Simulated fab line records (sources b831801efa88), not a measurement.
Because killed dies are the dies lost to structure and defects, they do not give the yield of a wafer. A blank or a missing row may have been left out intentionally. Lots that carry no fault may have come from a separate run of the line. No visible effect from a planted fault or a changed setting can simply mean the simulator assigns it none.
What tool caused it? / flow gf180mcu / 33 wafers from 11 lots sampled at 3 of the route's 602 steps

== WHAT THE GAUGES SHOWED, per wafer ==
GF_M2_OVL_MEAS_15.
lot=L416; measured=day 19 09:17; on=overlay-02; M2_OVL (nm)=6 5 6
lot=L417; measured=day 19 15:59; on=overlay-01; M2_OVL (nm)=14 6 9
lot=L418; measured=day 20 00:34; on=overlay-02; M2_OVL (nm)=10 17 9
lot=L421; measured=day 21 07:55; on=overlay-02; M2_OVL (nm)=12 7 3
lot=L422; measured=day 21 09:40; on=overlay-01; M2_OVL (nm)=12 19 17
lot=L425; measured=day 22 14:46; on=overlay-02; M2_OVL (nm)=5 15 6
lot=L431; measured=day 24 14:55; on=overlay-02; M2_OVL (nm)=10 13 9
lot=L434; measured=day 25 14:02; on=overlay-01; M2_OVL (nm)=11 12 10
lot=L435; measured=day 25 23:50; on=overlay-01; M2_OVL (nm)=6 5 -1
lot=L436; measured=day 26 05:52; on=overlay-01; M2_OVL (nm)=3 2 3
lot=L438; measured=day 26 22:32; on=overlay-02; M2_OVL (nm)=-11 -6 -9

== WHICH TOOL RAN EACH LOT (tool, then ch and the chambers of the sampled wafers, then the start) ==
lot=L416; GF_M1_METAL_ETCH_16=rieMetal-02 ch 0,1, day 17 06:15; GF_V1_CMP_26=cmp-02 ch 2,3, day 18 08:16
lot=L417; GF_M1_METAL_ETCH_16=rieMetal-02 ch 1, day 17 11:57; GF_V1_CMP_26=cmp-02 ch 0,2,3, day 18 14:31
lot=L418; GF_M1_METAL_ETCH_16=rieMetal-03 ch 0, day 17 21:27; GF_V1_CMP_26=cmp-02 ch 1,2, day 18 23:43
lot=L421; GF_M1_METAL_ETCH_16=rieMetal-04 ch 0, day 19 04:09; GF_V1_CMP_26=cmp-01 ch 0,1,3, day 20 07:34
lot=L422; GF_M1_METAL_ETCH_16=rieMetal-02 ch 0, day 19 06:49; GF_V1_CMP_26=cmp-01 ch 1,2, day 20 09:11
lot=L425; GF_M1_METAL_ETCH_16=rieMetal-03 ch 0,1, day 20 12:07; GF_V1_CMP_26=cmp-01 ch 0,2,3, day 21 14:46
lot=L431; GF_M1_METAL_ETCH_16=rieMetal-04 ch 1, day 22 14:45; GF_V1_CMP_26=cmp-02 ch 1,2,3, day 23 15:48
lot=L434; GF_M1_METAL_ETCH_16=rieMetal-02 ch 0,1, day 23 15:28; GF_V1_CMP_26=cmp-01 ch 0,2,3, day 24 16:28
lot=L435; GF_M1_METAL_ETCH_16=rieMetal-04 ch 0,1, day 24 01:03; GF_V1_CMP_26=cmp-01 ch 0,3, day 25 01:58
lot=L436; GF_M1_METAL_ETCH_16=rieMetal-04 ch 0,1, day 24 06:52; GF_V1_CMP_26=cmp-01 ch 0,3, day 25 07:43
lot=L438; GF_M1_METAL_ETCH_16=rieMetal-04 ch 0,1, day 25 00:51; GF_V1_CMP_26=cmp-01 ch 0,1,2, day 26 00:49
- GF_M1_METAL_ETCH_16: etches the open film in Cl2/BCl3, stops on SiO2, target depth 750.8 nm, time 125.1 s.
- GF_V1_CMP_26: polishes, stops on SiO2, t overpolish 15 s, target thk 0 nm.

== THE ANSWER, worked out from the rows above alone ==
Rule: usual is defined by the lots themselves. The widest of any qualifying gaps counts: lots, ordered by their means at a reading, are off when they make up no more than a third of the lots, leave a main group of 4 or more, and stand apart from it by 3 or more times the standard deviation of that group's means. The tables above print the reading to a certain number of digits; a main group whose means all agree to those digits is not used. Also off: a lot with no number at a reading for which 4 or more lots have one. Where the step has rows for the other lots, those lots are counted as sound.
Nothing can be told from this: no lot is off at any reading shown.

== WHAT THE SIMULATOR HAD INSERTED ==
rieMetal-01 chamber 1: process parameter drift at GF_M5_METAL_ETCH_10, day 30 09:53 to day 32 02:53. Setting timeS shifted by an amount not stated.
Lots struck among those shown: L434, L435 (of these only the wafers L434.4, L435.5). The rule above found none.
